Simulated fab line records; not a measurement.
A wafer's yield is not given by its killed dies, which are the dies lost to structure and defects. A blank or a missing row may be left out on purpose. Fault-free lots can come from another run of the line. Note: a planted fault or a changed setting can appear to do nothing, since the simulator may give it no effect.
Matching of chambers    flow sfq-line    3 sister chambers for SFQ_TRILAYER_I2_DEP_PECVD_063 on pecvd-02
The step deposits SiO2 from SiH4/N2O, time 111.11 s, target thk 500 nm. 14 wafers are shown with their chamber, then 7 later ones without.

== WAFERS, EACH WITH ITS CHAMBER ==
wafer   chamber  heater-power-w (W)  throttle-valve-pct (%)
L743.2  0        110                 24.8
L743.3  1        66                  24.9
L743.6  2        71                  23.8
L745.2  0        98                  25.4
L745.3  2        69                  23.7
L745.6  0        102                 25.4
L747.4  2        69                  24.4
L747.5  0        106                 25.5
L747.6  1        67                  25.7
L754.3  1        64                  25.8
L754.4  1        68                  25.8
L754.5  2        71                  24.0
L759.3  2        78                  24.3
L759.4  2        63                  24.2

SIGNATURES, as means of the wafers listed above
reading             chamber 0  chamber 1  chamber 2  scatter within a chamber
heater-power-w      104.00     66.25      70.17      4.32
throttle-valve-pct  25.275     25.550     24.067     0.34
Rule: for each reading, subtract the chamber's mean from the wafer's reading, divide by that reading's scatter and square the result; add these up over the readings and take the root, which gives the wafer's distance from the chamber. If the next closest chamber is less than 2 further off than the closest, the wafer can't be placed; otherwise it belongs to the closest. The scatter: take each reading less its chamber's mean, square it, sum over the shown wafers, divide by the number of wafers less the number of chambers, and take the root.

== WAFERS WITH NO CHAMBER GIVEN ==
wafer   heater-power-w (W)  throttle-valve-pct (%)
L759.5  92                  25.7
L761.2  75                  24.2
L761.3  109                 25.8
L761.4  62                  26.0
L764.1  64                  26.3
L764.2  106                 25.5
L764.3  75                  24.3

== CHAMBER TAKEN BY EACH ==
wafer   from the rows above  in truth
L759.5  0                    0
L761.2  2                    2
L761.3  0                    0
L761.4  1                    1
L764.1  1                    1
L764.2  0                    0
L764.3  2                    2
7 of 7 placed correctly. Can't be placed from these rows: 0. 0 placed wrongly.
